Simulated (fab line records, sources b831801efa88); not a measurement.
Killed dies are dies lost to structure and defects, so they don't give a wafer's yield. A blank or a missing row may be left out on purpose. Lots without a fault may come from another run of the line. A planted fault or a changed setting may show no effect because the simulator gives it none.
Chamber matching | flow gf180mcu | GF_CONTACT_CMP_27 on cmp-01: 4 sister chambers
The step polishes, stops on SiO2, t overpolish 15 s, target thk 0 nm. 8 wafers are shown with their chamber, then 12 later ones without.

WAFERS WITH THEIR CHAMBER
wafer  | chamber | motor_current_A (A) | platen_rpm (rpm)
L085.5 | 1       | 11.8                | 59.96
L086.3 | 0       | 10.9                | 60.05
L086.2 | 1       | 12.3                | 59.98
L086.5 | 3       | 11.7                | 60.01
L086.6 | 0       | 11.0                | 60.00
L087.2 | 2       | 10.2                | 59.98
L087.5 | 3       | 11.0                | 59.95
L087.6 | 2       | 10.1                | 59.99

WAFERS WITHOUT THEIR CHAMBER
wafer  | motor_current_A (A) | platen_rpm (rpm)
L092.2 | 12.2                | 59.98
L092.3 | 11.1                | 60.04
L092.4 | 10.0                | 59.89
L094.2 | 11.5                | 59.96
L094.4 | 10.1                | 59.94
L094.5 | 12.3                | 59.99
L095.4 | 11.9                | 59.98
L095.5 | 10.4                | 59.93
L095.6 | 12.5                | 59.98
L097.1 | 10.2                | 60.00
L097.2 | 11.4                | 59.97
L097.3 | 11.0                | 59.94

WHICH CHAMBER EACH WENT THROUGH
wafer  | from the rows above               | in truth
L092.2 | 1                                 | 1
L092.3 | can't be placed: 0 or 3           | 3
L092.4 | 2                                 | 2
L094.2 | can't be placed: 3 or 1           | 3
L094.4 | 2                                 | 2
L094.5 | 1                                 | 1
L095.4 | can't be placed: 1 or 3           | 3
L095.5 | can't be placed: 2 or 3 or 0      | 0
L095.6 | 1                                 | 1
L097.1 | 2                                 | 2
L097.2 | can't be placed: 3 or 1           | 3
L097.3 | can't be placed: 3 or 0 or 2 or 1 | 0
Placed correctly: 6 of 12. Can't be placed from these rows: 6 (the true chamber is among the candidates in 6). Placed wrongly: 0.
How it was worked out, from the rows above alone: a wafer's distance from a chamber is the root of the sum, over the readings, of the square of ((its reading less the chamber's mean) divided by the reading's scatter). The wafer belongs to the nearest chamber; if the next one is less than 2 further off, it can't be placed. A chamber's mean is the mean of its shown wafers. The scatter: the root of (the sum of the squares of (reading less its chamber's mean) over the shown wafers, divided by (wafers less chambers)).
